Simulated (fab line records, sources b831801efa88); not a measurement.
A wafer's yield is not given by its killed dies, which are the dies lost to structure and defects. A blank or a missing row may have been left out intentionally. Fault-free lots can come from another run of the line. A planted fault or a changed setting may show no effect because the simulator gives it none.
fab line records | flow sky130
record lots=5 | wafers=15 | lastDay=47
route steps=708 shown LDD_N@252 LDD_P@255 LDD_HVN@267 PAD_OPEN@708
lots that met no fault: from a run of the same line without faults
startH: hours from the record's opening day to when the first of the lot's shown wafers began | waitH: time in hours since the lot's previous step | " as in the row above | L1.1+2: a row that stands for several wafers | - value missing, or start not given | * or withheld: withheld | < > ~ a bound
route shown NAME@n: NAME is a module with steps in the file, n the number in the route of the first one | usual: the fault-free wafers' mean and standard deviation | same: alike in all rows | chamber/n: place in a boat | sites: readings site by site | _std_site: how widely they spread, as a standard deviation | _edge_site: outer sites' mean less inner sites' | radiusMm: how far each site lies from the wafer's centre | mask NAME#n: copy n | behind: the tool/chamber that last shaped the wafer | hold: the reason the lot was held/the length of the hold in hours/how it ended | device: names the non-switching transistor (n, p or np) | end of line: the same wafers' tests at the end of the route | a step with no rows: only its recipe | killed: dies that structure and defects cost at the first sort, which is not the same as the wafer's yield | map: dies across one wafer; x = killed, . = not, _ = none there
set.NAME: the setting the step ran with; set.NAME@STEP: the setting that earlier step ran with | model.NAME: the simulator's own value behind a step, which no gauge read
lots seen at some steps along the route; tables by step, rows by wafer
services: the hour from which a tool's chamber was out of use, counted from the record's first day as startH (under 0 if before that day), plus the number of hours and why
## steps
# step SKY_LDD_N_IMPLANT_15
# recipe species=BF2 | energyKev=50 | doseCm2=5e+12 | tiltDeg=30 | rotationDeg=270
# step SKY_LDD_N_STRIP_16
# recipe chemistry=O2/N2 | powerW=1400 | pressureMtorr=1500 | platenTempC=withheld | o2FlowSccm=3000 | n2FlowSccm=300 | overashFraction=0.5
# usual chamberPressureMTorr=1500.0/1.2 | drypumpMotorCurrentA=6.08/0.25 | oesProductAu=0.407/0.0046 | stripTimeToEndpointS=4.317/0.016
lot.wafer | tool           | chamber | startH | waitH | chamberPressureMTorr | drypumpMotorCurrentA | oesProductAu | rfHoursCounterH | stripTimeToEndpointS
L655.1    | plasmaAsher-04 | 1       | 398.41 | 0.1   | 1501.2               | 5.95                 | 0.408        | 74              | 4.289
L655.5    | "              | 1       | "      | "     | 1498.1               | 5.96                 | 0.406        | -               | 4.291
L655.6    | "              | 0       | "      | "     | 1500.1               | 6.32                 | 0.408        | -               | 4.297
L656.1    | plasmaAsher-04 | 1       | 407.76 | 0.1   | 1497.4               | 5.98                 | 0.401        | 75              | 4.290
L656.4    | "              | 0       | "      | "     | 1499.0               | 6.24                 | 0.406        | -               | 4.300
L656.6    | "              | 0       | "      | "     | 1500.2               | 6.28                 | 0.408        | -               | 4.305
L660.2    | plasmaAsher-04 | 1       | 446.17 | 0.1   | 1499.5               | 5.96                 | 0.407        | 1               | 4.308
L660.5    | "              | 1       | "      | "     | 1499.7               | 5.97                 | 0.402        | -               | 4.308
L660.6    | "              | 0       | "      | "     | 1497.1               | 6.29                 | 0.406        | -               | 4.323
L661.1    | plasmaAsher-04 | 0       | 458.36 | 0.1   | 1501.0               | 6.25                 | 0.406        | 3               | 4.321
L661.2    | "              | 1       | "      | "     | 1498.5               | 5.98                 | 0.420        | 3               | 4.332
L661.6    | "              | 0       | "      | "     | 1500.1               | 6.24                 | 0.406        | -               | 4.345
L662.2    | plasmaAsher-03 | 0       | 468.58 | 0.1   | 1500.4               | 6.45                 | 0.403        | 64              | 4.322
L662.3    | "              | 0       | "      | "     | 1499.6               | 6.42                 | 0.407        | -               | 4.327
L662.5    | "              | 1       | "      | "     | 1499.6               | 6.01                 | 0.408        | -               | 4.318
# step SKY_LDD_N_TW_MEAS_17
# usual LDD_N_TW=2596/22
lot.wafer | tool         | chamber | startH | waitH | LDD_N_TW
L655.1    | filmMetro-01 | -       | 398.51 | 0.1   | 2647
L655.5    | "            | -       | "      | "     | 2630
L655.6    | "            | -       | "      | "     | 2618
L656.1    | filmMetro-03 | -       | 407.86 | 0.1   | 2591
L656.4    | "            | -       | "      | "     | 2595
L656.6    | "            | -       | "      | "     | 2589
L660.2    | filmMetro-04 | -       | 446.28 | 0.1   | 2589
L660.5    | "            | -       | "      | "     | 2570
L660.6    | "            | -       | "      | "     | 2590
L661.1    | filmMetro-01 | -       | 458.46 | 0.1   | 2622
L661.2    | "            | -       | "      | "     | 2596
L661.6    | "            | -       | "      | "     | 2618
L662.2    | filmMetro-04 | -       | 468.69 | 0.1   | 2585
L662.3    | "            | -       | "      | "     | 2576
L662.5    | "            | -       | "      | "     | 2586
# step SKY_LDD_P_DEHYDRATE_00
# recipe tempC=200 | timeS=60
# step SKY_LDD_P_HMDS_01
# recipe primeTimeS=60 | primeTempC=120
# step SKY_LDD_P_COAT_02
# recipe resist=NOVOLAK | spinRpm=3000 | resistThkNm=1140
# step SKY_LDD_P_SOFTBAKE_03
# recipe tempC=90 | timeS=60 | resist=NOVOLAK
# step SKY_LDD_P_EXPOSE_04
# recipe maskId=PSDM | na=0.6 | sourceShape=conventional | sigmaOuter=0.6 | polarization=unpolarized | targetCdNm=380 | doseMj=138
# step SKY_LDD_P_PEB_05
# recipe tempC=withheld | timeS=* | resist=NOVOLAK
# step SKY_LDD_P_DEVELOP_06
# recipe resist=NOVOLAK | developer=TMAH | developTimeS=60 | devTempC=23
# step SKY_LDD_P_CD_MEAS_07
# recipe targetCdNm=380
# usual cdNm=380.5/2.2
lot.wafer | tool     | chamber | startH | waitH | cdNm
L655.1    | cdSem-02 | -       | 427.48 | 0.1   | 383.2
L655.5    | "        | -       | "      | "     | 383.7
L655.6    | "        | -       | "      | "     | 380.5
L656.1    | cdSem-02 | -       | 437.03 | 0.1   | 377.5
L656.4    | "        | -       | "      | "     | 377.4
L656.6    | "        | -       | "      | "     | 379.7
L660.2    | cdSem-01 | -       | 477.15 | 0.1   | 384.6
L660.5    | "        | -       | "      | "     | 382.2
L660.6    | "        | -       | "      | "     | 382.1
L661.1    | cdSem-01 | -       | 489.53 | 0.1   | 384.9
L661.2    | "        | -       | "      | "     | 384.1
L661.6    | "        | -       | "      | "     | 383.6
L662.2    | cdSem-01 | -       | 498.85 | 0.1   | 381.8
L662.3    | "        | -       | "      | "     | 382.4
L662.5    | "        | -       | "      | "     | 382.0
# step SKY_LDD_P_OVL_MEAS_08
# usual LDD_P_OVL=0.1/1.6
lot.wafer | tool       | chamber | startH | waitH | LDD_P_OVL[nm]
L655.1    | overlay-02 | -       | 427.60 | 0.1   | 0.8
L655.5    | "          | -       | "      | "     | -1.5
L655.6    | "          | -       | "      | "     | -1.1
L656.1    | overlay-01 | -       | 437.15 | 0.1   | 1.9
L656.4    | "          | -       | "      | "     | 0.4
L656.6    | "          | -       | "      | "     | 1.8
L660.2    | overlay-02 | -       | 477.26 | 0.1   | -0.7
L660.5    | "          | -       | "      | "     | 1.3
L660.6    | "          | -       | "      | "     | 2.1
L661.1    | overlay-01 | -       | 489.65 | 0.1   | -0.4
L661.2    | "          | -       | "      | "     | 2.1
L661.6    | "          | -       | "      | "     | -0.7
L662.2    | overlay-01 | -       | 498.96 | 0.1   | 1.7
L662.3    | "          | -       | "      | "     | 1.7
L662.5    | "          | -       | "      | "     | -0.4
# step SKY_LDD_P_IMPLANT_09
# recipe species=BF2 | energyKev=25 | doseCm2=1e+13 | tiltDeg=withheld
# usual implantIonAmu=49/0
lot.wafer | tool         | chamber | startH | waitH | implantIonAmu | model.implant.rpNm | model.implant.drpNm
L655.1    | implanter-01 | 0       | 427.64 | 0.0   | 49            | 21.33              | 11.41
L655.5    | "            | 0       | "      | "     | 49            | 21.33              | 11.41
L655.6    | "            | 0       | "      | "     | 49            | 21.33              | 11.41
L656.1    | implanter-01 | 0       | 437.19 | 0.0   | 49            | 20.37              | 11.41
L656.4    | "            | 0       | "      | "     | 49            | 20.37              | 11.41
L656.6    | "            | 0       | "      | "     | 49            | 20.37              | 11.41
L660.2    | implanter-01 | 0       | 477.31 | 0.0   | 11            | 83.97              | 35.62
L660.5    | "            | 0       | "      | "     | 11            | 83.97              | 35.62
L660.6    | "            | 0       | "      | "     | 11            | 83.97              | 35.62
L661.1    | implanter-01 | 0       | 489.76 | 0.1   | 11            | 82.36              | 35.62
L661.2    | "            | 0       | "      | "     | 11            | 82.36              | 35.62
L661.6    | "            | 0       | "      | "     | 11            | 82.36              | 35.62
L662.2    | implanter-03 | 0       | 499.01 | 0.0   | 11            | 81.26              | 35.62
L662.3    | "            | 0       | "      | "     | 11            | 81.26              | 35.62
L662.5    | "            | 0       | "      | "     | 11            | 81.26              | 35.62
# step SKY_LDD_P_STRIP_10
# recipe chemistry=O2/N2 | powerW=1400 | pressureMtorr=1500 | platenTempC=withheld | o2FlowSccm=3000 | n2FlowSccm=300 | overashFraction=0.5
# usual chamberPressureMTorr=1500.1/1.4 | drypumpMotorCurrentA=5.87/0.25 | oesProductAu=0.716/0.0045 | stripTimeToEndpointS=14.17/0.039
lot.wafer | tool           | chamber | startH | waitH | chamberPressureMTorr | drypumpMotorCurrentA | oesProductAu | rfHoursCounterH | stripTimeToEndpointS
L655.1    | plasmaAsher-01 | 0       | 427.79 | 0.1   | 1500.8               | 5.57                 | 0.710        | 73              | 14.11
L655.5    | "              | 0       | "      | "     | 1500.0               | 5.58                 | 0.717        | -               | 14.10
L655.6    | "              | 1       | "      | "     | 1499.6               | 6.02                 | 0.718        | -               | 14.11
L656.1    | plasmaAsher-04 | 1       | 437.34 | 0.1   | 1503.6               | 5.96                 | 0.725        | 1               | 14.22
L656.4    | "              | 0       | "      | "     | 1496.7               | 6.29                 | 0.710        | -               | 14.18
L656.6    | "              | 1       | "      | "     | 1500.8               | 5.98                 | 0.716        | -               | 14.17
L660.2    | plasmaAsher-04 | 0       | 477.44 | 0.1   | 1499.7               | 6.29                 | 0.728        | 4               | 14.18
L660.5    | "              | 1       | "      | "     | 1501.8               | 5.96                 | 0.714        | -               | 14.20
L660.6    | "              | 0       | "      | "     | 1500.5               | 6.26                 | 0.711        | -               | 14.22
L661.1    | plasmaAsher-01 | 1       | 489.91 | 0.1   | 1499.7               | 6.03                 | 0.711        | 78              | 14.16
L661.2    | "              | 0       | "      | "     | 1497.6               | 5.55                 | 0.713        | 78              | 14.19
L661.6    | "              | 1       | "      | "     | 1501.2               | 6.05                 | 0.714        | -               | 14.18
L662.2    | plasmaAsher-01 | 1       | 499.14 | 0.1   | 1499.5               | 6.05                 | 0.718        | 79              | 14.08
L662.3    | "              | 1       | "      | "     | 1498.8               | 6.03                 | 0.718        | -               | 14.13
L662.5    | "              | 1       | "      | "     | 1499.0               | 6.01                 | 0.709        | -               | 14.13
# step SKY_LDD_P_TW_MEAS_11
# usual LDD_P_TW=642/6.6
lot.wafer | tool         | chamber | startH | waitH | LDD_P_TW
L655.1    | filmMetro-02 | -       | 427.89 | 0.1   | 640
L655.5    | "            | -       | "      | "     | 641
L655.6    | "            | -       | "      | "     | 639
L656.1    | filmMetro-04 | -       | 437.44 | 0.1   | 635
L656.4    | "            | -       | "      | "     | 631
L656.6    | "            | -       | "      | "     | 634
L660.2    | filmMetro-04 | -       | 477.55 | 0.1   | 404
L660.5    | "            | -       | "      | "     | 403
L660.6    | "            | -       | "      | "     | 403
L661.1    | filmMetro-01 | -       | 490.01 | 0.1   | 412
L661.2    | "            | -       | "      | "     | 413
L661.6    | "            | -       | "      | "     | 413
L662.2    | filmMetro-02 | -       | 499.25 | 0.1   | 412
L662.3    | "            | -       | "      | "     | 409
L662.5    | "            | -       | "      | "     | 412
# step SKY_LDD_HVN_DEHYDRATE_00
# recipe tempC=200 | timeS=60
# step SKY_PAD_OPEN_PROBE_99
# usual killed_at_M0_to_M3=44/7 | killed_at_M4_up=3.2/2 | killedAtContacts=25/5.3 | killedAtFrontEnd=15/4.3 | killedAtOther=0.3/0.54 | killedDies=86/8.7 | killedOnRim=17/3.6 | killedOpen=47/6.4 | killedShort=39/5.6
# same grossDies=492 | killedAtBackSide=0
lot.wafer | tool      | chamber | startH  | waitH | killed_at_M0_to_M3 | killed_at_M4_up | killedAtContacts | killedAtFrontEnd | killedAtOther | killedDies | killedOnRim | killedOpen | killedShort | model.etest.tipP.rsOhmSq | model.etest.pfetG5v0d10v5.rOnOhmUm | model.etest.pfet_01v8.rOnOhmUm | model.etest.pfet_01v8.driveUaUm | model.etest.pfet_01v8_lvt.driveUaUm | model.etest.pfetG5v0d10v5.driveUaUm | model.etest.pfet_01v8_hvt.driveUaUm | model.etest.pfet_01v8_mvt.driveUaUm
L655.1    | prober-01 | -       | 1070.70 | 0.1   | 48                 | 1               | 26               | 15               | 0             | 90         | 20          | 50         | 39          | 6907                     | 4999                               | 2993                           | 186.2                           | 167.3                               | 324.8                               | 138.5                               | 145.1
L655.5    | prober-01 | -       | 1070.90 | 0.2   | 49                 | 4               | 27               | 9                | 0             | 89         | 15          | 46         | 43          | 6842                     | 4955                               | 2897                           | 190.7                           | 172                                 | 329.6                               | 143.1                               | 147.4
L655.6    | prober-01 | -       | 1070.95 | 0.2   | 53                 | 2               | 25               | 20               | 0             | 100        | 20          | 51         | 49          | 6915                     | 4906                               | 2910                           | 192.7                           | 170.6                               | 329.1                               | 144.4                               | 148.3
L656.1    | prober-02 | -       | 1075.72 | 0.1   | 42                 | 3               | 27               | 15               | 0             | 87         | 25          | 45         | 42          | 6970                     | 4792                               | 2967                           | 186.6                           | 170.8                               | 339.5                               | 138.4                               | 146.1
L656.4    | prober-02 | -       | 1075.87 | 0.2   | 43                 | 2               | 21               | 20               | 0             | 86         | 17          | 47         | 39          | 6941                     | 4826                               | 3003                           | 183.4                           | 171.3                               | 335.5                               | 135.9                               | 145.1
L656.6    | prober-02 | -       | 1075.97 | 0.2   | 52                 | 3               | 23               | 15               | 0             | 93         | 18          | 53         | 39          | 6959                     | 4817                               | 3008                           | 183.7                           | 170                                 | 339.9                               | 135.7                               | 145.3
L660.2    | prober-02 | -       | 1103.86 | 0.1   | 41                 | 1               | 23               | 20               | 0             | 85         | 22          | 48         | 37          | 6480                     | 4560                               | 2777                           | 222.8                           | 195.2                               | 356.9                               | 161                                 | 168.1
L660.5    | prober-02 | -       | 1104.01 | 0.2   | 37                 | 1               | 29               | 8                | 1             | 76         | 17          | 45         | 30          | 6513                     | 4596                               | 2705                           | 226.8                           | 196.5                               | 354.9                               | 163.3                               | 171.1
L660.6    | prober-02 | -       | 1104.06 | 0.2   | 36                 | 2               | 26               | 21               | 1             | 86         | 17          | 40         | 45          | 6531                     | 4612                               | 2751                           | 223.8                           | 193.3                               | 350.3                               | 159.5                               | 167.5
L661.1    | prober-01 | -       | 1110.30 | 0.1   | 36                 | 5               | 27               | 12               | 2             | 82         | 24          | 54         | 26          | 6459                     | 4580                               | 2812                           | 216.3                           | 195.9                               | 354.4                               | 154.8                               | 163.1
L661.2    | prober-01 | -       | 1110.35 | 0.1   | 33                 | 0               | 30               | 9                | 0             | 72         | 10          | 42         | 30          | 6425                     | 4576                               | 2787                           | 216.8                           | 194.8                               | 360.6                               | 155.4                               | 161.7
L661.6    | prober-01 | -       | 1110.55 | 0.2   | 49                 | 2               | 19               | 12               | 1             | 83         | 19          | 46         | 36          | 6421                     | 4604                               | 2866                           | 210.8                           | 194.8                               | 359.3                               | 150.2                               | 159.4
L662.2    | prober-02 | -       | 1117.26 | 0.1   | 50                 | 4               | 20               | 17               | 0             | 91         | 16          | 54         | 36          | 6342                     | 4621                               | 2766                           | 217.7                           | 198.4                               | 352.7                               | 155.7                               | 161.9
L662.3    | prober-02 | -       | 1117.31 | 0.2   | 45                 | 1               | 33               | 16               | 0             | 95         | 18          | 49         | 46          | 6370                     | 4670                               | 2785                           | 217.2                           | 196.6                               | 351.3                               | 154.9                               | 162.7
L662.5    | prober-02 | -       | 1117.41 | 0.2   | 30                 | 3               | 15               | 14               | 0             | 62         | 16          | 25         | 37          | 6420                     | 4679                               | 2811                           | 216.2                           | 196.2                               | 351.9                               | 153.4                               | 160.1
# killed by level:class
L655.1 CONTACT:geometricParticle:open=11 VIA1:geometricParticle:open=10 VIA2:geometricParticle:open=9 VIA2:geometricParticle:short=6 CONTACT:geometricParticle:short=5 POLY_GATE:geometricParticle:open=4 LI_CONTACT:geometricParticle:open=4 METAL1:geometricParticle:short=4
L655.5 CONTACT:geometricParticle:open=9 CONTACT:geometricParticle:short=8 VIA3:geometricParticle:open=8 VIA2:geometricParticle:open=7 METAL1:geometricParticle:short=7 VIA1:geometricParticle:open=7 LI_CONTACT:geometricParticle:open=6 VIA1:geometricParticle:short=5
L655.6 METAL1:geometricParticle:short=10 VIA2:geometricParticle:open=10 CONTACT:geometricParticle:open=7 VIA1:geometricParticle:open=7 LI_CONTACT:geometricParticle:open=6 FIELD_ISO:geometricParticle:open=5 METAL3:geometricParticle:short=5 METAL2:geometricParticle:short=5
L656.1 CONTACT:geometricParticle:open=13 VIA1:geometricParticle:open=9 METAL1:geometricParticle:short=9 LI_CONTACT:geometricParticle:open=6 VIA1:geometricParticle:short=6 FIELD_ISO:geometricParticle:short=5 VIA2:geometricParticle:open=5 VIA3:geometricParticle:open=5
L656.4 VIA1:geometricParticle:open=9 VIA3:geometricParticle:open=8 CONTACT:geometricParticle:open=8 FIELD_ISO:geometricParticle:short=6 VIA1:geometricParticle:short=6 FIELD_ISO:geometricParticle:open=5 POLY_GATE:geometricParticle:open=5 CONTACT:geometricParticle:short=5
L656.6 VIA1:geometricParticle:open=15 LI_CONTACT:geometricParticle:open=12 VIA2:geometricParticle:open=9 VIA1:geometricParticle:short=8 FIELD_ISO:geometricParticle:open=6 METAL2:geometricParticle:short=6 METAL1:geometricParticle:short=5 FIELD_ISO:geometricParticle:short=3
L660.2 VIA1:geometricParticle:open=13 LOCAL_INTERCONNECT:geometricParticle:short=7 CONTACT:geometricParticle:open=7 FIELD_ISO:geometricParticle:open=6 FIELD_ISO:geometricParticle:short=6 VIA3:geometricParticle:open=6 LI_CONTACT:geometricParticle:open=5 VIA2:geometricParticle:open=5
L660.5 LI_CONTACT:geometricParticle:open=12 CONTACT:geometricParticle:open=7 VIA2:geometricParticle:open=6 VIA1:geometricParticle:open=6 METAL2:geometricParticle:short=6 CONTACT:geometricParticle:short=4 VIA1:geometricParticle:short=4 FIELD_ISO:geometricParticle:short=3
L660.6 FIELD_ISO:geometricParticle:open=8 LI_CONTACT:geometricParticle:open=7 CONTACT:geometricParticle:open=7 METAL1:geometricParticle:short=7 METAL2:geometricParticle:short=7 VIA1:geometricParticle:short=6 POLY_GATE:geometricParticle:short=5 CONTACT:geometricParticle:short=5
L661.1 CONTACT:geometricParticle:open=13 LI_CONTACT:geometricParticle:open=8 VIA2:geometricParticle:open=8 VIA1:geometricParticle:open=6 FIELD_ISO:geometricParticle:short=4 METAL1:geometricParticle:short=4 FIELD_ISO:geometricParticle:open=3 METAL2:geometricParticle:short=3
L661.2 CONTACT:geometricParticle:open=11 VIA1:geometricParticle:open=8 LI_CONTACT:geometricParticle:open=7 LOCAL_INTERCONNECT:geometricParticle:short=6 VIA2:geometricParticle:open=6 VIA3:geometricParticle:open=5 METAL2:geometricParticle:short=4 VIA2:geometricParticle:short=3
L661.6 VIA2:geometricParticle:open=11 VIA1:geometricParticle:short=7 VIA3:geometricParticle:open=7 VIA1:geometricParticle:open=6 POLY_GATE:geometricParticle:open=5 CONTACT:geometricParticle:open=5 CONTACT:geometricParticle:short=5 METAL1:geometricParticle:short=5
L662.2 CONTACT:geometricParticle:open=11 VIA3:geometricParticle:open=9 VIA2:geometricParticle:open=9 VIA1:geometricParticle:open=8 FIELD_ISO:geometricParticle:open=6 FIELD_ISO:geometricParticle:short=5 METAL2:geometricParticle:short=5 VIA3:geometricParticle:short=5
L662.3 VIA1:geometricParticle:open=11 LI_CONTACT:geometricParticle:open=9 CONTACT:geometricParticle:open=8 CONTACT:geometricParticle:short=7 METAL1:geometricParticle:short=6 VIA3:geometricParticle:open=5 LOCAL_INTERCONNECT:geometricParticle:short=5 METAL2:geometricParticle:short=5
L662.5 LI_CONTACT:geometricParticle:open=6 POLY_GATE:geometricParticle:short=5 METAL2:geometricParticle:short=5 METAL1:geometricParticle:short=4 VIA3:geometricParticle:open=4 FIELD_ISO:geometricParticle:short=3 VIA2:geometricParticle:open=3 LOCAL_INTERCONNECT:geometricParticle:short=3
## services
tool           | chamber | startH | hours | kind
plasmaAsher-01 | -       | 396.24 | 4.5   | repair
plasmaAsher-04 | -       | 401.99 | 0.6   | repair
plasmaAsher-04 | -       | 421.25 | 9.0   | pm
plasmaAsher-04 | 0       | 421.25 | 9.0   | ventCycle
plasmaAsher-04 | 1       | 421.25 | 9.0   | ventCycle
plasmaAsher-04 | 0       | 430.25 | -     | clean
plasmaAsher-04 | 1       | 430.25 | -     | clean
plasmaAsher-01 | -       | 442.55 | 13.8  | repair
implanter-01   | -       | 455.45 | 3.8   | pm
implanter-03   | -       | 483.65 | 1.6   | repair
## key
firstSign step=SKY_LDD_P_IMPLANT_09 | reading=implantIonAmu | direction=down | sigmas=99+ | usual=49 | struck=11
effect step=SKY_LDD_P_TW_MEAS_11 | reading=LDD_P_TW | direction=down | sigmas=36 | usual=642 | struck=409
modelEffect step=SKY_LDD_P_IMPLANT_09 | value=implant.rpNm | without=20.82 | struck=82.53
modelEffect step=SKY_PAD_OPEN_PROBE_99 | value=etest.tipP.rsOhmSq | without=6876 | struck=6440
metAt SKY_LDD_P_IMPLANT_09
struckWafers L660.2,L660.5,L660.6,L661.1,L661.2,L661.6,L662.2,L662.3,L662.5
testerLeftOut L660,L661,L662
onsetBetween 437.19 477.31
fault kind=wrongRecipeDownload | tool=implanter-01,implanter-02,implanter-03 | chamber=- | onsetH=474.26 | steps=SKY_LDD_P_IMPLANT_09 | wrongRecipe.notListed=1
# testerLeftOut: of these lots the tester's yield and bins aren't shown, on N5 and GAA mostly nor the transistor test; their killed dies are dies lost to structure and defects alone, not to doping, threshold or leakage, so they don't give the yield
